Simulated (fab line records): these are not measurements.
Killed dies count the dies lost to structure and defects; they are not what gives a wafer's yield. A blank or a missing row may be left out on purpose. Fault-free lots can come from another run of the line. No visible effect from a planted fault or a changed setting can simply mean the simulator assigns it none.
fab line records | flow sky130
[record] lots = 14 | wafers = 42 | lastDay = 50
route steps=708 shown FIELD_ISO@1 DNWELL@43 NWELL@76
lots that met no fault: taken from a fault-free run of the same line
startH: the number of hours between the record's first day and the start of the first shown wafer of the lot | waitH: hours since the lot's step before | " identical to the entry in the row above | L1.1+2: one row covering several wafers at once | - either no value or no given start | * or withheld: withheld | < > ~ a bound
route shown NAME@n: a module of which the file shows steps, and the number in the route of the first | usual: average and standard deviation across the fault-free wafers | same: alike in all rows | chamber/n: place in a boat | sites: the reading at each site | _std_site: the standard deviation of these | _edge_site: the outer-site mean with the inner-site mean subtracted | radiusMm: for every site, how far away it sits from the centre of the wafer | mask NAME#n: copy n | behind: the most recent tool/chamber to have shaped the wafer | hold: why the lot was held/for how many hours/how that ended | device: names the non-switching transistor (n, p or np) | end of line: the tests these same wafers got at the end of their route | a step with no rows: only its recipe | killed: count of dies lost to structure and defects at first sort (not the wafer's yield) | map: a wafer's dies, marking killed ones x, the rest . and places with no die _
set.NAME: the setting as run; set.NAME@STEP: as run at that earlier step | model.NAME: the simulator's own value behind a step, which no gauge read
a sample of lots followed through the steps of the route, with each step as a table and each wafer as a row
services: a tool's chamber out of use, with start hour (startH, from the record's first day; less than 0 if before it), hours out, and reason
[[steps]]
[step SKY_FIELD_ISO_BOW_MEAS_00]
[recipe] mode = bow
[usual] INCOMING_BOW = 0/6.1
lot.wafer | tool         | chamber | startH | waitH | INCOMING_BOW[um]
L852.1    | filmMetro-04 | -       | 10.00  | -     | 6
L852.2    | "            | -       | "      | "     | 6
L852.3    | "            | -       | "      | "     | 5
L853.1    | filmMetro-04 | -       | 15.00  | -     | 7
L853.2    | "            | -       | "      | "     | -5
L853.6    | "            | -       | "      | "     | -3
L856.2    | filmMetro-03 | -       | 30.02  | -     | 0
L856.4    | "            | -       | "      | "     | -4
L856.6    | "            | -       | "      | "     | -1
L857.2    | filmMetro-03 | -       | 35.02  | -     | 7
L857.3    | "            | -       | "      | "     | -6
L857.4    | "            | -       | "      | "     | 14
L858.1    | filmMetro-03 | -       | 40.00  | -     | -3
L858.2    | "            | -       | "      | "     | 4
L858.4    | "            | -       | "      | "     | -3
L860.1    | filmMetro-04 | -       | 50.00  | -     | -3
L860.5    | "            | -       | "      | "     | 6
L860.6    | "            | -       | "      | "     | -3
L861.1    | filmMetro-01 | -       | 55.00  | -     | -4
L861.4    | "            | -       | "      | "     | -6
L861.5    | "            | -       | "      | "     | -11
L862.1    | filmMetro-04 | -       | 60.00  | -     | -4
L862.4    | "            | -       | "      | "     | -3
L862.6    | "            | -       | "      | "     | -7
L867.1    | filmMetro-04 | -       | 85.00  | -     | 2
L867.3    | "            | -       | "      | "     | 9
L867.5    | "            | -       | "      | "     | -4
L868.1    | filmMetro-03 | -       | 90.00  | -     | -2
L868.2    | "            | -       | "      | "     | -1
L868.5    | "            | -       | "      | "     | -12
L872.3    | filmMetro-04 | -       | 110.04 | -     | 3
L872.5    | "            | -       | "      | "     | -2
L872.6    | "            | -       | "      | "     | -3
L873.2    | filmMetro-01 | -       | 115.02 | -     | -11
L873.5    | "            | -       | "      | "     | 0
L873.6    | "            | -       | "      | "     | 3
L874.1    | filmMetro-04 | -       | 120.00 | -     | -2
L874.2    | "            | -       | "      | "     | -8
L874.5    | "            | -       | "      | "     | -2
L875.2    | filmMetro-03 | -       | 125.02 | -     | 2
L875.3    | "            | -       | "      | "     | -2
L875.5    | "            | -       | "      | "     | -8
[step SKY_FIELD_ISO_EXPOSE_10]
[recipe] maskId = FOM | na = 0.68 | sourceShape = annular | sigmaInner = 0.4 | sigmaOuter = 0.8 | targetCdNm = 150 | doseMj = 28
[usual] exposureDoseMJCm2 = 28.24/0.21 | focusOffsetNm = 0.1/0.55 | na = 0.68/0 | reticleTempC = 23.00/0.1
lot.wafer | tool          | chamber | startH | waitH | mask  | exposureDoseMJCm2 | focusOffsetNm | na   | reticleTempC
L852.1    | krfScanner-01 | 0       | 21.48  | -     | FOM#0 | 28.39             | 0.4           | 0.68 | 23.05
L852.2    | "             | 0       | "      | "     | FOM#0 | 28.43             | 0.4           | 0.68 | 23.06
L852.3    | "             | 0       | "      | "     | FOM#0 | 28.43             | 0.1           | 0.68 | 23.02
L853.1    | krfScanner-01 | 0       | 26.26  | -     | FOM#0 | 28.42             | 0.0           | 0.68 | 22.92
L853.2    | "             | 0       | "      | "     | FOM#0 | 28.42             | -0.6          | 0.68 | 22.91
L853.6    | "             | 0       | "      | "     | FOM#0 | 28.41             | -0.6          | 0.68 | 22.76
L856.2    | krfScanner-01 | 0       | 41.33  | -     | FOM#0 | 28.39             | 0.1           | 0.68 | 22.92
L856.4    | "             | 0       | "      | "     | FOM#0 | 28.40             | 0.1           | 0.68 | 23.11
L856.6    | "             | 0       | "      | "     | FOM#0 | 28.43             | -0.3          | 0.68 | 22.85
L857.2    | krfScanner-01 | 0       | 49.03  | -     | FOM#0 | 28.43             | 0.0           | 0.68 | 23.01
L857.3    | "             | 0       | "      | "     | FOM#0 | 28.44             | 0.2           | 0.68 | 23.19
L857.4    | "             | 0       | "      | "     | FOM#0 | 28.43             | 0.2           | 0.68 | 23.09
L858.1    | krfScanner-01 | 0       | 53.19  | -     | FOM#0 | 28.43             | -0.1          | 0.68 | 22.98
L858.2    | "             | 0       | "      | "     | FOM#0 | 28.41             | -0.5          | 0.68 | 22.82
L858.4    | "             | 0       | "      | "     | FOM#0 | 28.44             | 0.6           | 0.68 | 22.97
L860.1    | krfScanner-02 | 0       | 62.52  | -     | FOM#0 | 27.99             | 0.3           | 0.68 | 22.88
L860.5    | "             | 0       | "      | "     | FOM#0 | 27.99             | -0.4          | 0.68 | 23.05
L860.6    | "             | 0       | "      | "     | FOM#0 | 28.02             | 0.4           | 0.68 | 22.94
L861.1    | krfScanner-01 | 0       | 67.78  | -     | FOM#0 | 28.43             | 1.1           | 0.68 | 23.05
L861.4    | "             | 0       | "      | "     | FOM#0 | 28.42             | 1.0           | 0.68 | 23.00
L861.5    | "             | 0       | "      | "     | FOM#0 | 28.40             | 1.1           | 0.68 | 23.09
L862.1    | krfScanner-02 | 0       | 73.58  | -     | FOM#0 | 27.97             | 0.0           | 0.68 | 23.09
L862.4    | "             | 0       | "      | "     | FOM#0 | 27.94             | 0.2           | 0.68 | 23.13
L862.6    | "             | 0       | "      | "     | FOM#0 | 27.98             | 0.4           | 0.68 | 23.07
L867.1    | krfScanner-01 | -       | 99.76  | -     | FOM#0 | -                 | -             | -    | -
L867.3    | "             | -       | "      | "     | FOM#0 | -                 | -             | -    | -
L867.5    | "             | -       | "      | "     | FOM#0 | -                 | -             | -    | -
L868.1    | krfScanner-01 | -       | 105.51 | -     | FOM#0 | -                 | -             | -    | -
L868.2    | "             | -       | "      | "     | FOM#0 | -                 | -             | -    | -
L868.5    | "             | -       | "      | "     | FOM#0 | -                 | -             | -    | -
L872.3    | krfScanner-02 | 0       | 123.80 | -     | FOM#0 | 28.03             | 0.3           | 0.68 | 22.87
L872.5    | "             | 0       | "      | "     | FOM#0 | 28.01             | 0.5           | 0.68 | 23.01
L872.6    | "             | 0       | "      | "     | FOM#0 | 28.04             | 0.1           | 0.68 | 22.94
L873.2    | krfScanner-01 | 0       | 128.53 | -     | FOM#0 | 28.43             | 0.9           | 0.68 | 23.09
L873.5    | "             | 0       | "      | "     | FOM#0 | 28.40             | 0.4           | 0.68 | 22.86
L873.6    | "             | 0       | "      | "     | FOM#0 | 28.43             | -0.1          | 0.68 | 22.90
L874.1    | krfScanner-02 | 0       | 133.48 | -     | FOM#0 | 27.95             | 0.1           | 0.68 | 23.05
L874.2    | "             | 0       | "      | "     | FOM#0 | 28.02             | -0.3          | 0.68 | 22.97
L874.5    | "             | 0       | "      | "     | FOM#0 | 27.99             | -0.6          | 0.68 | 23.23
L875.2    | krfScanner-01 | 0       | 138.35 | -     | FOM#0 | 28.38             | 0.2           | 0.68 | 22.73
L875.3    | "             | 0       | "      | "     | FOM#0 | 28.38             | -0.1          | 0.68 | 22.85
L875.5    | "             | 0       | "      | "     | FOM#0 | 28.39             | -0.2          | 0.68 | 22.85
[step SKY_DNWELL_STRIP_08]
[recipe] chemistry = O2/N2 | powerW = 1400 | pressureMtorr = 1500 | platenTempC = withheld | o2FlowSccm = 3000 | n2FlowSccm = 300 | overashFraction = 0.5
[usual] drypumpMotorCurrentA = 5.8/0.61 | oesProductAu = 0.722/0.0042 | stripTimeToEndpointS = 36.92/0.093
lot.wafer | tool           | chamber | startH | waitH | drypumpMotorCurrentA | oesProductAu | rfHoursCounterH | stripTimeToEndpointS
L852.1    | plasmaAsher-04 | 0       | 51.11  | 0.1   | 6.1                  | 0.722        | 24              | 37.00
L852.2    | "              | 1       | "      | "     | 5.2                  | 0.727        | 24              | 37.05
L852.3    | "              | 1       | "      | "     | 5.2                  | 0.722        | -               | 36.87
L853.1    | plasmaAsher-03 | 1       | 60.54  | 0.1   | 6.6                  | 0.721        | 37              | 36.84
L853.2    | "              | 0       | "      | "     | 5.2                  | 0.720        | 37              | 36.86
L853.6    | "              | 0       | "      | "     | 5.2                  | 0.725        | -               | 36.95
L856.2    | plasmaAsher-03 | 0       | 72.14  | 0.1   | 5.2                  | 0.718        | 39              | 37.08
L856.4    | "              | 1       | "      | "     | 6.5                  | 0.727        | -               | 36.99
L856.6    | "              | 0       | "      | "     | 5.2                  | 0.727        | -               | 36.98
L857.2    | plasmaAsher-03 | 0       | 79.53  | 0.1   | 5.2                  | 0.723        | 39              | 37.05
L857.3    | "              | 0       | "      | "     | 5.2                  | 0.719        | -               | 37.09
L857.4    | "              | 1       | "      | "     | 6.5                  | 0.717        | -               | 37.03
L858.1    | plasmaAsher-03 | 0       | 86.11  | 0.1   | 5.2                  | 0.722        | 40              | 37.15
L858.2    | "              | 1       | "      | "     | 6.5                  | 0.719        | 40              | 36.93
L858.4    | "              | 0       | "      | "     | 5.2                  | 0.717        | -               | 36.86
L860.1    | plasmaAsher-03 | 0       | 95.26  | 0.1   | 5.2                  | 0.727        | 41              | 36.92
L860.5    | "              | 1       | "      | "     | 6.5                  | 0.727        | -               | 36.95
L860.6    | "              | 0       | "      | "     | 5.2                  | 0.718        | -               | 36.88
L861.1    | plasmaAsher-04 | 1       | 98.94  | 0.1   | 5.2                  | 0.720        | 30              | 37.24
L861.4    | "              | 0       | "      | "     | 6.1                  | 0.721        | -               | 37.10
L861.5    | "              | 1       | "      | "     | 5.2                  | 0.724        | -               | 37.08
L862.1    | plasmaAsher-03 | 1       | 108.49 | 0.1   | 6.5                  | 0.722        | 42              | 36.76
L862.4    | "              | 1       | "      | "     | 6.5                  | 0.731        | -               | 36.83
L862.6    | "              | 1       | "      | "     | 6.5                  | 0.724        | -               | 36.84
L873.2    | plasmaAsher-01 | 0       | 169.01 | 0.1   | 5.3                  | 0.717        | 46              | 36.76
L873.5    | "              | 1       | "      | "     | 6.5                  | 0.723        | -               | 36.92
L873.6    | "              | 0       | "      | "     | 5.3                  | 0.720        | -               | 36.84
L872.3    | plasmaAsher-03 | 1       | 169.46 | 0.1   | 6.5                  | 0.723        | -               | 36.88
L872.5    | "              | 1       | "      | "     | 6.5                  | 0.718        | -               | 36.92
L872.6    | "              | 0       | "      | "     | 5.2                  | 0.721        | -               | 36.90
L874.1    | plasmaAsher-04 | 1       | 171.34 | 0.1   | 5.2                  | 0.717        | 39              | 36.91
L874.2    | "              | 0       | "      | "     | 6.1                  | 0.722        | 39              | 36.80
L874.5    | "              | 1       | "      | "     | 5.2                  | 0.719        | -               | 36.84
L875.2    | plasmaAsher-01 | 0       | 175.49 | 0.1   | 5.3                  | 0.716        | 47              | 37.03
L875.3    | "              | 1       | "      | "     | 6.5                  | 0.718        | -               | 37.04
L875.5    | "              | 1       | "      | "     | 6.5                  | 0.729        | -               | 36.90
[step SKY_NWELL_OVL_MEAS_23]
[usual] NWELL_01_OVL = -0.4/1.3
lot.wafer | tool       | chamber | startH | waitH | NWELL_01_OVL[nm]
L852.1    | overlay-01 | -       | 99.49  | -     | -1.2
L852.2    | "          | -       | "      | "     | -1.7
L852.3    | "          | -       | "      | "     | -0.1
L853.1    | overlay-02 | -       | 110.59 | -     | 0.2
L853.2    | "          | -       | "      | "     | -0.1
L853.6    | "          | -       | "      | "     | -0.9
L856.2    | overlay-01 | -       | 124.59 | -     | 2.0
L856.4    | "          | -       | "      | "     | 0.9
L856.6    | "          | -       | "      | "     | 1.7
L857.2    | overlay-01 | -       | 131.99 | -     | 0.9
L857.3    | "          | -       | "      | "     | -2.2
L857.4    | "          | -       | "      | "     | 0.1
L858.1    | overlay-02 | -       | 139.94 | -     | 0.8
L858.2    | "          | -       | "      | "     | -0.8
L858.4    | "          | -       | "      | "     | -2.5
L860.1    | overlay-02 | -       | 149.13 | -     | 0.9
L860.5    | "          | -       | "      | "     | 0.2
L860.6    | "          | -       | "      | "     | 2.2
L861.1    | overlay-01 | -       | 154.58 | -     | -0.3
L861.4    | "          | -       | "      | "     | -1.5
L861.5    | "          | -       | "      | "     | -0.5
L862.1    | overlay-02 | -       | 165.63 | -     | -1.7
L862.4    | "          | -       | "      | "     | -2.2
L862.6    | "          | -       | "      | "     | -1.6
L873.2    | overlay-02 | -       | 234.33 | -     | -0.4
L873.5    | "          | -       | "      | "     | -1.8
L873.6    | "          | -       | "      | "     | -1.6
L872.3    | overlay-02 | -       | 234.40 | -     | -2.2
L872.5    | "          | -       | "      | "     | 0.1
L872.6    | "          | -       | "      | "     | -1.7
L874.1    | overlay-02 | -       | 237.38 | -     | 0.5
L874.2    | "          | -       | "      | "     | 1.0
L874.5    | "          | -       | "      | "     | 0.4
L875.2    | overlay-02 | -       | 241.66 | -     | -2.4
L875.3    | "          | -       | "      | "     | -2.4
L875.5    | "          | -       | "      | "     | -0.4
[[services]]
tool           | chamber | startH | hours | kind
krfScanner-02  | -       | -0.18  | 1.0   | pm
plasmaAsher-03 | -       | 7.64   | 18.8  | pm
krfScanner-02  | -       | 22.95  | 0.8   | pm
krfScanner-02  | -       | 28.05  | 0.8   | pm
krfScanner-02  | -       | 47.37  | 2.2   | repair
krfScanner-01  | 0       | 58.37  | -     | calibration
krfScanner-02  | -       | 63.62  | 6.1   | repair
plasmaAsher-03 | -       | 73.07  | 3.5   | repair
krfScanner-01  | -       | 83.16  | 0.8   | pm
plasmaAsher-01 | -       | 85.26  | 33.3  | repair
plasmaAsher-03 | -       | 89.89  | 2.8   | pm
krfScanner-02  | -       | 101.90 | 4.0   | pm
plasmaAsher-03 | -       | 108.75 | 9.0   | pm
plasmaAsher-03 | 0       | 108.75 | 9.0   | ventCycle
plasmaAsher-03 | 1       | 108.75 | 9.0   | ventCycle
krfScanner-02  | -       | 111.22 | 1.3   | pm
krfScanner-02  | -       | 112.70 | 3.2   | repair
plasmaAsher-03 | 0       | 117.75 | -     | clean
plasmaAsher-03 | 1       | 117.75 | -     | clean
krfScanner-01  | -       | 140.79 | 1.0   | pm
krfScanner-02  | 0       | 153.36 | -     | calibration
plasmaAsher-03 | -       | 155.63 | 0.4   | repair
krfScanner-01  | -       | 160.70 | 1.3   | pm
krfScanner-02  | -       | 168.82 | 1.0   | pm
[[key]]
[firstSign] step = SKY_FIELD_ISO_EXPOSE_10 | reading = toolRecord | direction = missing
effect none on later readings
metAt SKY_FIELD_ISO_EXPOSE_10
struckLots L867,L868
laterRowsLeftOut L867.1,L867.3,L867.5,L868.1,L868.2,L868.5
sortLeftOut L867.1,L867.3,L867.5,L868.1,L868.2,L868.5
testerLeftOut L867,L868
notActingAt SKY_FIELD_ISO_BOW_MEAS_00,SKY_DNWELL_STRIP_08,SKY_NWELL_OVL_MEAS_23
onsetBetween 67.78 99.76
[fault] kind = skippedStepWhole | tool = krfScanner-01 | chamber = - | onsetH = 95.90 | steps = SKY_FIELD_ISO_EXPOSE_10 | scope = struckLotsOnly
// testerLeftOut: of these lots the tester's yield and bins aren't shown, on N5 and GAA mostly nor the transistor test; their killed dies are dies lost to structure and defects alone, not to doping, threshold or leakage, so they don't give the yield
// sortLeftOut: the simulated sort isn't trusted on such a fault, so these wafers' sort isn't shown, and their yield isn't known
// laterRowsLeftOut: the simulator's readings of these wafers behind a module that went badly wrong aren't trusted and aren't shown, but for the sort
